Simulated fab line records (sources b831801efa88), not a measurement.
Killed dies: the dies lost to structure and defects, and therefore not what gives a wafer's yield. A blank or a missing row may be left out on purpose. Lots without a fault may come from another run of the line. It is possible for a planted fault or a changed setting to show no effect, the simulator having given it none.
Split-lot trial -- flow sky130 -- 23 wafers read from 5 lots, route of 708 steps

ON THE SPLIT
At SKY_POLY_GATE_CVD_00 (deposits poly-Si, target thk 180 nm, time 720 s), the setting pressure-mtorr was moved away from the recipe's 200 mTorr on 20 of the 23 wafers read, by -6.2% to +14.7%. For the rest of the wafers, this setting stayed at what the recipe calls for.

No step appears in the file between the split and the reading.

THE READING
At SKY_POLY_GATE_THK_MEAS_01: POLY_GATE_CVD_00_THK, given in nm. A value of 180.7 nm with a standard deviation of 1.6 nm is what fault-free wafers of this fab line usually give.

wafer,"tool, chamber at the split","pressure-mtorr as run, mTorr",against the recipe,"POLY_GATE_CVD_00_THK, nm",against lot-mates on the recipe
L074.2,"lpcvd-01, 1",200,recipe,177.5,-
L074.4,"lpcvd-01, 1",200,recipe,178.2,-
L074.5,"lpcvd-01, 1",200,recipe,178.8,-
L076.1,"-, -",189.7,-5.2%,176.9,no lot-mate on the recipe
L076.2,"-, -",189.7,-5.2%,176.3,no lot-mate on the recipe
L076.4,"-, -",189.7,-5.2%,176.3,no lot-mate on the recipe
L076.5,"-, -",189.7,-5.2%,177.4,no lot-mate on the recipe
L076.6,"-, -",189.7,-5.2%,175.3,no lot-mate on the recipe
L081.1,"-, -",207.9,+4.0%,185.7,no lot-mate on the recipe
L081.2,"-, -",207.9,+4.0%,185.6,no lot-mate on the recipe
L081.3,"-, -",207.9,+4.0%,184.2,no lot-mate on the recipe
L081.5,"-, -",207.9,+4.0%,184.9,no lot-mate on the recipe
L081.6,"-, -",207.9,+4.0%,185.9,no lot-mate on the recipe
L083.1,"-, -",229.4,+14.7%,193.8,no lot-mate on the recipe
L083.2,"-, -",229.4,+14.7%,193.7,no lot-mate on the recipe
L083.3,"-, -",229.4,+14.7%,193.3,no lot-mate on the recipe
L083.4,"-, -",229.4,+14.7%,193.5,no lot-mate on the recipe
L083.6,"-, -",229.4,+14.7%,193.0,no lot-mate on the recipe
L085.1,"-, -",187.5,-6.2%,174.7,no lot-mate on the recipe
L085.2,"-, -",187.5,-6.2%,175.2,no lot-mate on the recipe
L085.4,"-, -",187.5,-6.2%,173.7,no lot-mate on the recipe
L085.5,"-, -",187.5,-6.2%,173.6,no lot-mate on the recipe
L085.6,"-, -",187.5,-6.2%,176.2,no lot-mate on the recipe

FIT RESULTS
A straight line over all 23 wafers: POLY_GATE_CVD_00_THK changes by +0.897 nm for each +1% of pressure-mtorr; r = +0.98; the points scatter about the line by 1.3 nm.
Too few moved wafers with a lot-mate on the recipe to fit a line net of each lot's own level.

THE WHOLE CHAIN: every reading that the file lists as answering this split, in the file's order
step,what it does,reading,change (the file's fit),r (the file's)
SKY_POLY_GATE_CVD_00,"deposits poly-Si, target thk 180 nm, time 720 s","poly-Si_of_POLY_GATE_CVD_00.thk-nm (the simulator's own value, which no gauge read)",+0.902 nm for each +1% of the setting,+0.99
SKY_POLY_GATE_THK_MEAS_01,,POLY_GATE_CVD_00_THK,+0.898 for each +1% of the setting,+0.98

FILE'S OWN FIT
POLY_GATE_CVD_00_THK changes by +0.898 nm for each +1% of pressure-mtorr, r = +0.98.
